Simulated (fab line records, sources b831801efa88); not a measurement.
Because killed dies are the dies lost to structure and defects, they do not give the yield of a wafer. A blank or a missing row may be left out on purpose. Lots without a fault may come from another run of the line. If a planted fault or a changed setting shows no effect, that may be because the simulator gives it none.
fab line records | flow sky130
[record] lots = 6 | wafers = 18 | lastDay = 49
route steps=708 shown LI_CONTACT@371 LOCAL_INTERCONNECT@387 PAD_OPEN@708
lots with no fault: from the same line, run without faults
startH: hours from the record's opening day to when the first of the lot's shown wafers began | waitH: time in hours since the lot's previous step | " as in the row above | L1.1+2: one row covering several wafers at once | - no value present, or no start provided | * or withheld: withheld | < > ~ a bound
route shown NAME@n: NAME is a module with steps in the file, n the number in the route of the first one | usual: mean/standard deviation of fault-free wafers | same: alike in all rows | chamber/n: place in a boat | sites: readings site by site | _std_site: how widely they spread, as a standard deviation | _edge_site: inner sites' mean taken away from outer sites' mean | radiusMm: how far each site lies from the wafer's centre | mask NAME#n: copy n | behind: the last tool/chamber to shape the wafer | hold: why the lot was held/for how many hours/how that ended | device: the n, p or np transistor that did not switch | end of line: tests run on the same wafers once the route is complete | for a step that has no rows: nothing shown but its recipe | killed: the dies lost at the first sort to structure and to defects; this is not the yield of the wafer | map: a wafer's dies, marking killed ones x, the rest . and places with no die _
set.NAME: the setting the step ran with; set.NAME@STEP: the setting that earlier step ran with | model.NAME: the simulator's own value behind a step, which no gauge read
lots at some steps of the route; a table a step, a row a wafer
services: from which hour (startH, from the record's first day; less than 0 if before it) a tool's chamber was out of use, for how many hours, and why
[[steps]]
[step SKY_LI_CONTACT_EXPOSE_09]
[recipe] maskId = LICM1 | na = 0.8 | sourceShape = annular | sigmaInner = 0.55 | sigmaOuter = 0.85 | targetCdNm = 170 | doseMj = 38
[step SKY_LI_CONTACT_PEB_10]
[recipe] pebTempC = withheld | pebTimeS = withheld | resist = KrF-thick
[step SKY_LI_CONTACT_DEVELOP_11]
[recipe] developTimeS = 60 | resist = KrF-thick | devTempC = 21
[step SKY_LI_CONTACT_CD_MEAS_12]
[recipe] targetCdNm = 170
[usual] cdNm = 169.8/1.6
lot.wafer | tool     | chamber | startH | waitH | cdNm
L269.1    | cdSem-02 | -       | 714.08 | -     | 168.9
L269.2    | "        | -       | "      | "     | 166.9
L269.3    | "        | -       | "      | "     | 167.3
L270.1    | cdSem-02 | -       | 728.23 | -     | 169.4
L270.5    | "        | -       | "      | "     | 169.6
L270.6    | "        | -       | "      | "     | 169.7
L280.1    | cdSem-01 | -       | 801.21 | -     | 172.8
L280.5    | "        | -       | "      | "     | 169.7
L280.6    | "        | -       | "      | "     | 172.1
L281.1    | cdSem-02 | -       | 804.03 | -     | 169.8
L281.3    | "        | -       | "      | "     | 170.2
L281.5    | "        | -       | "      | "     | 169.6
L282.3    | cdSem-01 | -       | 807.97 | -     | 169.3
L282.4    | "        | -       | "      | "     | 168.9
L282.6    | "        | -       | "      | "     | 169.5
L283.2    | cdSem-01 | -       | 808.60 | -     | 170.6
L283.3    | "        | -       | "      | "     | 169.8
L283.4    | "        | -       | "      | "     | 172.2
[step SKY_LI_CONTACT_OVL_MEAS_13]
[usual] LI_CONTACT_OVL = -2/5.1
lot.wafer | tool       | chamber | startH | waitH | LI_CONTACT_OVL[nm]
L269.1    | overlay-01 | -       | 714.20 | 0.1   | -6
L269.2    | "          | -       | "      | "     | -2
L269.3    | "          | -       | "      | "     | -3
L270.1    | overlay-01 | -       | 728.35 | 0.1   | 5
L270.5    | "          | -       | "      | "     | -3
L270.6    | "          | -       | "      | "     | 4
L280.1    | overlay-01 | -       | 801.33 | 0.1   | 0
L280.5    | "          | -       | "      | "     | -6
L280.6    | "          | -       | "      | "     | 8
L281.1    | overlay-02 | -       | 804.15 | 0.1   | -1
L281.3    | "          | -       | "      | "     | 6
L281.5    | "          | -       | "      | "     | 0
L282.3    | overlay-01 | -       | 808.07 | 0.1   | -1
L282.4    | "          | -       | "      | "     | -6
L282.6    | "          | -       | "      | "     | -5
L283.2    | overlay-01 | -       | 808.71 | 0.1   | -4
L283.3    | "          | -       | "      | "     | -12
L283.4    | "          | -       | "      | "     | -8
[step SKY_LI_CONTACT_ETCH_14]
[recipe] chemistry = N2/H2 | target = BARC | ionEnergyEv = 200 | sourceW = 500 | biasW = 100 | pressureMtorr = 30 | n2FlowSccm = 100 | h2FlowSccm = 200 | stopOn = SiO2 | timeS = 45.9 | targetDepthA = 600
[step SKY_LI_CONTACT_ETCH_15]
[recipe] target = PSG | chemistry = C4F8/O2/Ar | stopOn = Si | taperDeg = 4.15 | maskMaterial = KrF-thick | sourceW = 1500 | biasW = 1200 | pressureMtorr = 40 | c4f8FlowSccm = withheld | O2_flow_sccm = 6 | Ar_flow_sccm = 300 | timeS = withheld | targetDepthA = 6000
[usual] oesProductAu = 0.837/0.0045
lot.wafer | tool       | chamber | startH | waitH | oesProductAu
L269.1    | rieDiel-04 | 0       | 714.28 | 0.0   | 0.842
L269.2    | "          | 3       | "      | "     | 0.837
L269.3    | "          | 1       | "      | "     | 0.834
L270.1    | rieDiel-04 | 2       | 728.43 | 0.0   | 0.836
L270.5    | "          | 0       | "      | "     | 0.833
L270.6    | "          | 1       | "      | "     | 0.836
L280.1    | rieDiel-01 | 0       | 801.41 | 0.0   | 0.842
L280.5    | "          | 0       | "      | "     | 0.835
L280.6    | "          | 3       | "      | "     | 0.844
L281.1    | rieDiel-04 | 0       | 804.23 | 0.0   | 0.836
L281.3    | "          | 1       | "      | "     | 0.844
L281.5    | "          | 2       | "      | "     | 0.836
L282.3    | rieDiel-01 | 0       | 808.13 | 0.0   | 0.849
L282.4    | "          | 3       | "      | "     | 0.834
L282.6    | "          | 2       | "      | "     | 0.833
L283.2    | rieDiel-03 | 2       | 808.78 | 0.0   | 0.831
L283.3    | "          | 1       | "      | "     | 0.832
L283.4    | "          | 0       | "      | "     | 0.845
[step SKY_LI_CONTACT_STRIP_16]
[recipe] chemistry = O2/N2 | powerW = 1400 | pressureMtorr = 1500 | platenTempC = withheld | o2FlowSccm = 3000 | n2FlowSccm = 300 | overashFraction = 0.5
[usual] drypumpMotorCurrentA = 5.6/0.38 | oesProductAu = 0.376/0.0046 | stripTimeToEndpointS = 3.50/0.032
lot.wafer | tool           | chamber | startH | waitH | drypumpMotorCurrentA | oesProductAu | rfHoursCounterH | stripTimeToEndpointS
L269.1    | plasmaAsher-03 | 1       | 714.37 | -     | 5.4                  | 0.376        | 28              | 3.53
L269.2    | "              | 0       | "      | "     | 5.3                  | 0.376        | 28              | 3.48
L269.3    | "              | 1       | "      | "     | 5.4                  | 0.369        | -               | 3.47
L270.1    | plasmaAsher-04 | 0       | 728.52 | -     | 5.4                  | 0.379        | 90              | 3.56
L270.5    | "              | 0       | "      | "     | 5.4                  | 0.373        | -               | 3.57
L270.6    | "              | 1       | "      | "     | 5.8                  | 0.377        | -               | 3.50
L280.1    | plasmaAsher-04 | 1       | 801.49 | -     | 5.8                  | 0.376        | 96              | 3.47
L280.5    | "              | 1       | "      | "     | 5.8                  | 0.372        | -               | 3.48
L280.6    | "              | 0       | "      | "     | 5.4                  | 0.371        | -               | 3.54
L281.1    | plasmaAsher-04 | 0       | 804.32 | -     | 5.4                  | 0.365        | 96              | 3.52
L281.3    | "              | 0       | "      | "     | 5.4                  | 0.365        | -               | 3.49
L281.5    | "              | 1       | "      | "     | 5.8                  | 0.375        | -               | 3.49
L282.3    | plasmaAsher-03 | 0       | 808.25 | -     | 5.2                  | 0.380        | -               | 3.47
L282.4    | "              | 1       | "      | "     | 5.4                  | 0.375        | -               | 3.50
L282.6    | "              | 0       | "      | "     | 5.3                  | 0.376        | -               | 3.54
L283.2    | plasmaAsher-04 | 1       | 808.87 | -     | 5.8                  | 0.378        | 97              | 3.50
L283.3    | "              | 1       | "      | "     | 5.8                  | 0.374        | -               | 3.52
L283.4    | "              | 0       | "      | "     | 5.4                  | 0.377        | -               | 3.48
[step SKY_LI_CONTACT_CLEAN_17]
[recipe] chemistry = NMP | timeS = 600 | tempC = 60 | dry = n2Spin
[step SKY_LI_CONTACT_PRE_CLEAN_18]
[recipe] gas = Ar | timeS = 5.6 | biasV = 358
[step SKY_LI_CONTACT_SPUTTER_19]
[recipe] material = Ti | targetThkNm = 20 | chamberPressurePa = 5 | powerW = 2500 | substrateTempC = 200 | timeS = 106.37
[usual] chamberPressurePa = 4.998/0.01 | throttleValvePct = 29.9/0.66
lot.wafer | tool          | chamber | startH | waitH | chamberPressurePa | throttleValvePct
L269.1    | pvdSputter-01 | -       | 714.66 | 0.0   | 4.995             | 30.3
L269.2    | "             | -       | "      | "     | 4.993             | 29.4
L269.3    | "             | -       | "      | "     | 4.990             | 30.7
L270.1    | pvdSputter-02 | -       | 728.81 | 0.0   | 4.981             | 29.5
L270.5    | "             | -       | "      | "     | 5.008             | 29.2
L270.6    | "             | -       | "      | "     | 5.009             | 30.7
L280.1    | pvdSputter-02 | -       | 801.79 | 0.0   | 4.990             | 29.9
L280.5    | "             | -       | "      | "     | 4.982             | 30.7
L280.6    | "             | -       | "      | "     | 4.993             | 28.9
L281.1    | pvdSputter-04 | -       | 804.61 | 0.0   | 4.986             | 29.8
L281.3    | "             | -       | "      | "     | 5.002             | 28.4
L281.5    | "             | -       | "      | "     | 5.005             | 29.9
L282.3    | pvdSputter-02 | -       | 808.51 | 0.0   | 4.992             | 30.1
L282.4    | "             | -       | "      | "     | 4.997             | 29.0
L282.6    | "             | -       | "      | "     | 4.996             | 29.1
L283.2    | pvdSputter-02 | -       | 809.16 | 0.0   | 5.012             | 30.2
L283.3    | "             | -       | "      | "     | 5.019             | 30.3
L283.4    | "             | -       | "      | "     | 5.001             | 29.5
[step SKY_LI_CONTACT_SPUTTER_20]
[recipe] material = TiN | targetThkNm = 20 | chamberPressurePa = 5 | powerW = 4000 | timeS = 80
[usual] chamberPressurePa = 4.999/0.01 | throttleValvePct = 29.9/0.65
lot.wafer | tool          | chamber | startH | waitH | chamberPressurePa | throttleValvePct
L269.1    | pvdSputter-01 | -       | 714.74 | 0.0   | 5.002             | 30.0
L269.2    | "             | -       | "      | "     | 4.982             | 29.1
L269.3    | "             | -       | "      | "     | 5.007             | 30.5
L270.1    | pvdSputter-02 | -       | 728.89 | 0.0   | 5.000             | 29.6
L270.5    | "             | -       | "      | "     | 4.998             | 28.9
L270.6    | "             | -       | "      | "     | 5.012             | 30.7
L280.1    | pvdSputter-02 | -       | 801.86 | 0.0   | 4.990             | 29.9
L280.5    | "             | -       | "      | "     | 4.996             | 30.6
L280.6    | "             | -       | "      | "     | 5.000             | 29.0
L281.1    | pvdSputter-04 | -       | 804.69 | 0.0   | 5.014             | 30.0
L281.3    | "             | -       | "      | "     | 4.992             | 28.3
L281.5    | "             | -       | "      | "     | 5.014             | 29.6
L282.3    | pvdSputter-02 | -       | 808.59 | 0.0   | 5.009             | 29.7
L282.4    | "             | -       | "      | "     | 5.000             | 29.2
L282.6    | "             | -       | "      | "     | 5.002             | 28.8
L283.2    | pvdSputter-02 | -       | 809.24 | 0.0   | 4.994             | 30.0
L283.3    | "             | -       | "      | "     | 5.001             | 30.7
L283.4    | "             | -       | "      | "     | 5.006             | 29.2
[step SKY_LI_CONTACT_CVD_21]
[recipe] material = W | targetThkNm = 400 | timeS = 120.56 | tempC = 400 | pressureTorr = 40
[usual] heaterPowerW = 825/52 | susceptorTempC = 400.05/0.23
lot.wafer | tool    | chamber | startH | waitH | heaterPowerW | susceptorTempC | model.W_of_LI_CONTACT_CVD_21.thkNm
L269.1    | cvdW-01 | 1       | 714.80 | 0.0   | 891          | 400.14         | 414.3
L269.2    | "       | 0       | "      | "     | 798          | 399.84         | 232.1
L269.3    | "       | 0       | "      | "     | 828          | 399.86         | 404.1
L270.1    | cvdW-01 | 0       | 728.95 | 0.0   | 826          | 399.85         | 405.3
L270.5    | "       | 1       | "      | "     | 882          | 400.02         | 241
L270.6    | "       | 0       | "      | "     | 829          | 399.69         | 402.7
L280.1    | cvdW-01 | 1       | 801.93 | 0.0   | 901          | 400.37         | 413.3
L280.5    | "       | 1       | "      | "     | 881          | 400.17         | 420.4
L280.6    | "       | 0       | "      | "     | 816          | 400.30         | 396.8
L281.1    | cvdW-01 | 1       | 804.75 | 0.0   | 890          | 399.84         | 412.5
L281.3    | "       | 1       | "      | "     | 896          | 400.14         | 412.6
L281.5    | "       | 0       | "      | "     | 806          | 400.15         | 395.3
L282.3    | cvdW-02 | 1       | 808.69 | 0.1   | 767          | 400.11         | 395.2
L282.4    | "       | 0       | "      | "     | 802          | 399.89         | 399.1
L282.6    | "       | 0       | "      | "     | 800          | 399.80         | 403.2
L283.2    | cvdW-01 | 0       | 809.30 | 0.0   | 812          | 400.21         | 391.9
L283.3    | "       | 0       | "      | "     | 793          | 400.07         | 388.8
L283.4    | "       | 1       | "      | "     | 878          | 400.47         | 411.3
[step SKY_LI_CONTACT_RS_MEAS_22]
[recipe] thkMeasGauge = four-point-probe | reads = W_of_LI_CONTACT_CVD_21+TiN_of_LI_CONTACT_SPUTTER_20+Ti_of_LI_CONTACT_SPUTTER_19
[usual] LI_CONTACT_W_RS = 0.283/0.0063
lot.wafer | tool         | chamber | startH | waitH | LI_CONTACT_W_RS[ohm/sq]
L269.1    | filmMetro-01 | -       | 714.92 | 0.1   | 0.275
L269.2    | "            | -       | "      | "     | 0.492
L269.3    | "            | -       | "      | "     | 0.282
L270.1    | filmMetro-02 | -       | 729.07 | 0.1   | 0.281
L270.5    | "            | -       | "      | "     | 0.474
L270.6    | "            | -       | "      | "     | 0.283
L280.1    | filmMetro-04 | -       | 802.05 | 0.1   | 0.275
L280.5    | "            | -       | "      | "     | 0.271
L280.6    | "            | -       | "      | "     | 0.287
L281.1    | filmMetro-04 | -       | 804.87 | 0.1   | 0.276
L281.3    | "            | -       | "      | "     | 0.276
L281.5    | "            | -       | "      | "     | 0.288
L282.3    | filmMetro-01 | -       | 808.81 | 0.1   | 0.289
L282.4    | "            | -       | "      | "     | 0.286
L282.6    | "            | -       | "      | "     | 0.283
L283.2    | filmMetro-02 | -       | 809.44 | 0.1   | 0.290
L283.3    | "            | -       | "      | "     | 0.293
L283.4    | "            | -       | "      | "     | 0.277
[step SKY_LI_CONTACT_THK_MEAS_23]
[recipe] thkMeasGauge = xrf | reads = W_of_LI_CONTACT_CVD_21
[usual] LI_CONTACT_W_THK = 411/12
lot.wafer | tool         | chamber | startH | waitH | LI_CONTACT_W_THK[nm]
L269.1    | filmMetro-01 | -       | 715.04 | 0.1   | 421
L269.2    | "            | -       | "      | "     | 235
L269.3    | "            | -       | "      | "     | 415
L270.1    | filmMetro-02 | -       | 729.19 | 0.1   | 416
L270.5    | "            | -       | "      | "     | 244
L270.6    | "            | -       | "      | "     | 412
L280.1    | filmMetro-04 | -       | 802.17 | 0.1   | 429
L280.5    | "            | -       | "      | "     | 436
L280.6    | "            | -       | "      | "     | 409
L281.1    | filmMetro-04 | -       | 804.99 | 0.1   | 424
L281.3    | "            | -       | "      | "     | 426
L281.5    | "            | -       | "      | "     | 407
L282.3    | filmMetro-01 | -       | 808.91 | 0.1   | 403
L282.4    | "            | -       | "      | "     | 407
L282.6    | "            | -       | "      | "     | 409
L283.2    | filmMetro-02 | -       | 809.55 | 0.1   | 390
L283.3    | "            | -       | "      | "     | 386
L283.4    | "            | -       | "      | "     | 409
[step SKY_LI_CONTACT_CMP_24]
[recipe] stopOn = PSG | tOverpolishS = 20 | downForcePsi = 3.5 | platenRpm = 60 | targetThkNm = 0 | padVelocityMS = 0.94248
[usual] motorCurrentA = 10.9/1.2 | timeToEndpointS = 97/3.9
lot.wafer | tool   | chamber | startH | waitH | motorCurrentA | timeToEndpointS
L269.2    | cmp-02 | 1       | 715.10 | 0.0   | 11.4          | 58
L269.1    | "      | 3       | "      | "     | 10.4          | 102
L269.3    | "      | 0       | "      | "     | 11.3          | 101
L270.1    | cmp-01 | 3       | 729.25 | 0.1   | 11.1          | 100
L270.6    | "      | 3       | "      | "     | 10.6          | 98
L270.5    | "      | 0       | "      | "     | 11.9          | 57
L280.1    | cmp-01 | 1       | 802.38 | 0.2   | 11.6          | 95
L280.5    | "      | 2       | "      | "     | 8.2           | 100
L280.6    | "      | 3       | "      | "     | 11.2          | 98
L281.1    | cmp-02 | 3       | 805.05 | 0.1   | 10.7          | 99
L281.3    | "      | 2       | "      | "     | 11.3          | 99
L281.5    | "      | 0       | "      | "     | 11.8          | 96
L282.3    | cmp-02 | 0       | 808.95 | 0.0   | 11.1          | 91
L282.4    | "      | 1       | "      | "     | 11.0          | 93
L282.6    | "      | 0       | "      | "     | 11.5          | 93
L283.4    | cmp-01 | 1       | 809.60 | 0.0   | 12.2          | 98
L283.2    | "      | 2       | "      | "     | 8.2           | 94
L283.3    | "      | 3       | "      | "     | 11.9          | 97
[step SKY_LOCAL_INTERCONNECT_SPUTTER_00]
[recipe] material = TiN | targetThkNm = 100 | tempC = 300 | powerW = 6500 | timeS = 83.3 | chamberPressurePa = 0.4
[usual] chamberPressurePa = 0.4000/0.00091 | susceptorTempC = 300.01/0.18 | throttleValvePct = 30.3/0.68
lot.wafer | tool          | chamber | startH | waitH | chamberPressurePa | susceptorTempC | throttleValvePct
L269.1    | pvdSputter-01 | -       | 715.40 | 0.1   | 0.3995            | 300.37         | 30.3
L269.2    | "             | -       | "      | "     | 0.4014            | 299.99         | 30.5
L269.3    | "             | -       | "      | "     | 0.4008            | 299.99         | 29.6
L270.1    | pvdSputter-03 | -       | 729.55 | 0.2   | 0.3988            | 300.09         | 30.7
L270.5    | "             | -       | "      | "     | 0.4002            | 300.18         | 29.8
L270.6    | "             | -       | "      | "     | 0.3984            | 300.04         | 30.8
L280.1    | pvdSputter-01 | -       | 802.53 | 0.1   | 0.4001            | 300.11         | 30.5
L280.5    | "             | -       | "      | "     | 0.4008            | 299.92         | 30.8
L280.6    | "             | -       | "      | "     | 0.3995            | 299.69         | 30.5
L281.1    | pvdSputter-01 | -       | 805.35 | 0.2   | 0.4013            | 299.82         | 31.1
L281.3    | "             | -       | "      | "     | 0.4010            | 299.97         | 30.3
L281.5    | "             | -       | "      | "     | 0.4005            | 299.90         | 30.2
L282.3    | pvdSputter-03 | -       | 809.25 | 0.2   | 0.3996            | 300.04         | 30.3
L282.4    | "             | -       | "      | "     | 0.4012            | 299.83         | 31.5
L282.6    | "             | -       | "      | "     | 0.3993            | 300.06         | 29.7
L283.2    | pvdSputter-01 | -       | 809.90 | 0.2   | 0.4006            | 300.29         | 30.8
L283.3    | "             | -       | "      | "     | 0.4002            | 299.86         | 29.3
L283.4    | "             | -       | "      | "     | 0.3994            | 299.84         | 30.4
[step SKY_PAD_OPEN_PROBE_99]
[usual] killed_at_M0_to_M3 = 43/7.4 | killed_at_M4_up = 3.3/2 | killedAtContacts = 24/5.4 | killedAtFrontEnd = 16/4.2 | killedAtOther = 0.3/0.61 | killedDies = 87/9.4 | killedOpen = 47/7.3 | killedShort = 40/6.7
[same] grossDies = 492 | killedAtBackSide = 0
lot.wafer | tool      | chamber | startH  | waitH | killed_at_M0_to_M3 | killed_at_M4_up | killedAtContacts | killedAtFrontEnd | killedAtOther | killedDies | killedOpen | killedShort
L269.1    | prober-01 | -       | 1104.13 | 0.1   | 50                 | 5               | 16               | 11               | 0             | 82         | 45         | 37
L269.2    | prober-01 | -       | 1104.18 | 0.1   | 38                 | 6               | 15               | 18               | 0             | 77         | 43         | 34
L269.3    | prober-01 | -       | 1104.23 | 0.2   | 32                 | 4               | 40               | 18               | 0             | 94         | 54         | 40
L270.1    | prober-02 | -       | 1113.83 | 0.1   | 33                 | 4               | 27               | 16               | 0             | 80         | 35         | 44
L270.5    | prober-02 | -       | 1114.03 | 0.2   | 46                 | 2               | 33               | 13               | 0             | 94         | 55         | 39
L270.6    | prober-02 | -       | 1114.08 | 0.2   | 32                 | 5               | 24               | 23               | 0             | 84         | 44         | 40
L280.1    | prober-02 | -       | 1167.03 | 0.1   | 53                 | 2               | 23               | 23               | 1             | 102        | 59         | 43
L280.5    | prober-02 | -       | 1167.23 | 0.2   | 33                 | 4               | 32               | 23               | 1             | 93         | 41         | 50
L280.6    | prober-02 | -       | 1167.28 | 0.2   | 39                 | 2               | 24               | 21               | 0             | 86         | 51         | 35
L281.1    | prober-02 | -       | 1169.14 | 0.1   | 42                 | 3               | 36               | 16               | 0             | 97         | 53         | 43
L281.3    | prober-02 | -       | 1169.24 | 0.2   | 36                 | 3               | 36               | 32               | 0             | 107        | 65         | 41
L281.5    | prober-02 | -       | 1169.34 | 0.2   | 42                 | 7               | 22               | 21               | 0             | 92         | 47         | 45
L283.2    | prober-02 | -       | 1172.60 | 0.1   | 42                 | 3               | 30               | 16               | 0             | 91         | 47         | 44
L283.3    | prober-02 | -       | 1172.65 | 0.2   | 44                 | 3               | 19               | 22               | 0             | 88         | 49         | 39
L283.4    | prober-02 | -       | 1172.70 | 0.2   | 32                 | 4               | 23               | 16               | 0             | 75         | 36         | 39
L282.3    | prober-02 | -       | 1175.42 | 0.2   | 42                 | 3               | 27               | 16               | 0             | 88         | 38         | 50
L282.4    | prober-02 | -       | 1175.47 | 0.2   | 34                 | 4               | 33               | 18               | 0             | 89         | 48         | 41
L282.6    | prober-02 | -       | 1175.57 | 0.2   | 49                 | 5               | 24               | 13               | 0             | 91         | 49         | 42
// killed by level:class
L269.1 VIA1:geometricParticle:open=10 METAL1:geometricParticle:short=7 CONTACT:geometricParticle:open=7 VIA2:geometricParticle:open=7 VIA1:geometricParticle:short=6 POLY_GATE:geometricParticle:open=4 LI_CONTACT:geometricParticle:open=4 VIA3:geometricParticle:open=4
L269.2 VIA2:geometricParticle:open=9 VIA1:geometricParticle:open=8 FIELD_ISO:geometricParticle:open=6 POLY_GATE:geometricParticle:short=6 METAL1:geometricParticle:short=6 CONTACT:geometricParticle:open=5 VIA2:geometricParticle:short=5 FIELD_ISO:geometricParticle:short=4
L269.3 CONTACT:geometricParticle:open=19 VIA1:geometricParticle:open=12 CONTACT:geometricParticle:short=9 FIELD_ISO:geometricParticle:short=7 POLY_GATE:geometricParticle:open=5 LI_CONTACT:geometricParticle:open=5 METAL1:geometricParticle:short=5 LI_CONTACT:geometricParticle:short=4
L270.1 VIA1:geometricParticle:open=9 METAL2:geometricParticle:short=9 LI_CONTACT:geometricParticle:open=6 CONTACT:geometricParticle:open=6 LI_CONTACT:geometricParticle:short=5 CONTACT:geometricParticle:short=5 METAL3:geometricParticle:short=5 FIELD_ISO:geometricParticle:open=4
L270.5 LI_CONTACT:geometricParticle:open=13 CONTACT:geometricParticle:open=12 VIA3:geometricParticle:open=8 VIA1:geometricParticle:open=8 VIA2:geometricParticle:open=8 METAL1:geometricParticle:short=6 VIA1:geometricParticle:short=6 METAL2:geometricParticle:short=5
L270.6 VIA1:geometricParticle:open=6 CONTACT:geometricParticle:open=6 FIELD_ISO:geometricParticle:open=5 POLY_GATE:geometricParticle:open=5 LI_CONTACT:geometricParticle:open=5 CONTACT:geometricParticle:short=5 METAL1:geometricParticle:short=5 VIA1:geometricParticle:short=5
L280.1 VIA1:geometricParticle:open=17 CONTACT:geometricParticle:open=11 POLY_GATE:geometricParticle:open=8 METAL3:geometricParticle:short=7 VIA1:geometricParticle:short=7 CONTACT:geometricParticle:short=6 POLY_GATE:geometricParticle:short=5 LI_CONTACT:geometricParticle:open=5
L280.5 CONTACT:geometricParticle:open=11 POLY_GATE:geometricParticle:short=9 VIA1:geometricParticle:open=8 LI_CONTACT:geometricParticle:open=7 LOCAL_INTERCONNECT:geometricParticle:short=7 METAL2:geometricParticle:short=6 FIELD_ISO:geometricParticle:short=5 CONTACT:geometricParticle:short=5
L280.6 LI_CONTACT:geometricParticle:open=12 VIA1:geometricParticle:open=10 POLY_GATE:geometricParticle:open=7 CONTACT:geometricParticle:open=6 FIELD_ISO:geometricParticle:short=5 CONTACT:geometricParticle:short=5 METAL2:geometricParticle:short=5 VIA3:geometricParticle:open=5
L281.1 CONTACT:geometricParticle:open=14 LI_CONTACT:geometricParticle:open=11 VIA1:geometricParticle:short=9 VIA1:geometricParticle:open=9 VIA3:geometricParticle:open=8 LOCAL_INTERCONNECT:geometricParticle:short=5 METAL1:geometricParticle:short=5 FIELD_ISO:geometricParticle:short=4
L281.3 CONTACT:geometricParticle:open=18 VIA1:geometricParticle:open=13 POLY_GATE:geometricParticle:open=10 CONTACT:geometricParticle:short=10 FIELD_ISO:geometricParticle:short=8 LI_CONTACT:geometricParticle:open=6 VIA3:geometricParticle:open=5 FIELD_ISO:geometricParticle:open=4
L281.5 VIA1:geometricParticle:open=9 METAL1:geometricParticle:short=8 LI_CONTACT:geometricParticle:open=7 CONTACT:geometricParticle:short=6 FIELD_ISO:geometricParticle:short=5 CONTACT:geometricParticle:open=5 POLY_GATE:geometricParticle:open=4 POLY_GATE:geometricParticle:short=4
L283.2 VIA1:geometricParticle:short=10 CONTACT:geometricParticle:open=8 CONTACT:geometricParticle:short=8 LI_CONTACT:geometricParticle:open=7 VIA1:geometricParticle:open=7 VIA3:geometricParticle:open=7 METAL1:geometricParticle:short=6 VIA2:geometricParticle:open=6
L283.3 FIELD_ISO:geometricParticle:short=10 LI_CONTACT:geometricParticle:open=8 VIA1:geometricParticle:short=8 FIELD_ISO:geometricParticle:open=7 VIA3:geometricParticle:open=7 METAL1:geometricParticle:short=7 CONTACT:geometricParticle:open=6 VIA2:geometricParticle:open=6
L283.4 CONTACT:geometricParticle:open=8 FIELD_ISO:geometricParticle:open=7 VIA1:geometricParticle:open=7 LOCAL_INTERCONNECT:geometricParticle:short=6 METAL2:geometricParticle:short=6 VIA1:geometricParticle:short=5 METAL1:geometricParticle:short=4 METAL4:geometricParticle:short=4
L282.3 METAL2:geometricParticle:short=14 VIA1:geometricParticle:open=12 CONTACT:geometricParticle:short=8 LI_CONTACT:geometricParticle:open=7 CONTACT:geometricParticle:open=7 VIA1:geometricParticle:short=6 METAL1:geometricParticle:short=4 FIELD_ISO:geometricParticle:short=3
L282.4 LI_CONTACT:geometricParticle:open=12 VIA1:geometricParticle:open=9 CONTACT:geometricParticle:short=8 CONTACT:geometricParticle:open=7 METAL2:geometricParticle:short=7 FIELD_ISO:geometricParticle:short=6 FIELD_ISO:geometricParticle:open=6 VIA2:geometricParticle:open=6
L282.6 CONTACT:geometricParticle:open=11 VIA1:geometricParticle:open=10 VIA2:geometricParticle:open=8 METAL2:geometricParticle:short=7 CONTACT:geometricParticle:short=6 VIA1:geometricParticle:short=6 METAL1:geometricParticle:short=5 FIELD_ISO:geometricParticle:short=4
[[services]]
tool           | chamber | startH | hours | kind
rieDiel-04     | 0       | 695.99 | 4.1   | repair
pvdSputter-02  | 2       | 707.06 | -     | consumableReplace:kit
pvdSputter-02  | 2       | 707.06 | 18.0  | scheduledDown
pvdSputter-02  | 2       | 707.06 | 18.0  | ventCycle
plasmaAsher-03 | -       | 719.11 | 4.5   | repair
rieDiel-01     | 0       | 738.58 | 8.0   | repair
cmp-02         | -       | 742.85 | 8.2   | pm
cmp-02         | -       | 751.01 | 4.0   | pm
rieDiel-04     | 1       | 753.17 | 22.8  | repair
cmp-02         | -       | 754.61 | 2.1   | repair
cmp-02         | -       | 755.01 | -     | consumableReplace:conditioner
cmp-02         | -       | 755.01 | -     | consumableReplace:pad
cvdW-01        | -       | 756.63 | 1.5   | repair
rieDiel-04     | 3       | 759.73 | 2.7   | repair
cvdW-02        | -       | 768.74 | 0.3   | repair
rieDiel-03     | 1       | 771.20 | 8.7   | repair
pvdSputter-01  | -       | 773.00 | 3.9   | repair
cmp-02         | -       | 778.20 | 0.7   | repair
rieDiel-04     | -       | 779.22 | 5.6   | repair
plasmaAsher-04 | -       | 779.48 | 10.0  | repair
cvdW-01        | 1       | 783.98 | 1.3   | repair
cvdW-02        | 1       | 791.01 | 1.5   | repair
rieDiel-03     | 0       | 792.20 | 9.5   | repair
cmp-02         | -       | 794.72 | 5.2   | repair
[[key]]
[firstSign] step = SKY_LI_CONTACT_RS_MEAS_22 | reading = LI_CONTACT_W_RS | direction = up | sigmas = 32 | usual = 0.283 | struck = 0.483
[effect] step = SKY_LI_CONTACT_THK_MEAS_23 | reading = LI_CONTACT_W_THK | direction = down | sigmas = 14 | usual = 411 | struck = 240
[effect] step = SKY_LI_CONTACT_CMP_24 | reading = timeToEndpointS | direction = down | sigmas = 10 | usual = * | struck = *
[modelEffect] step = SKY_LI_CONTACT_CVD_21 | value = W_of_LI_CONTACT_CVD_21.thkNm | without = 405.5 | struck = 236.6
metAt SKY_LI_CONTACT_CVD_21
struckWafers L269.2,L270.5
testerLeftOut L269,L270
[fault] kind = processParameterDrift | tool = cvdW-01 | chamber = - | onsetH = 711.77 | steps = SKY_LI_CONTACT_CVD_21 | channel = targetThkNm | offset = -166.79 | shape = step | endH = 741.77 | scope = struckWafersOnly | actsIn = theseRecipesOnly | stated = 400
// testerLeftOut: of these lots the tester's yield and bins aren't shown, on N5 and GAA mostly nor the transistor test; their killed dies are dies lost to structure and defects alone, not to doping, threshold or leakage, so they don't give the yield
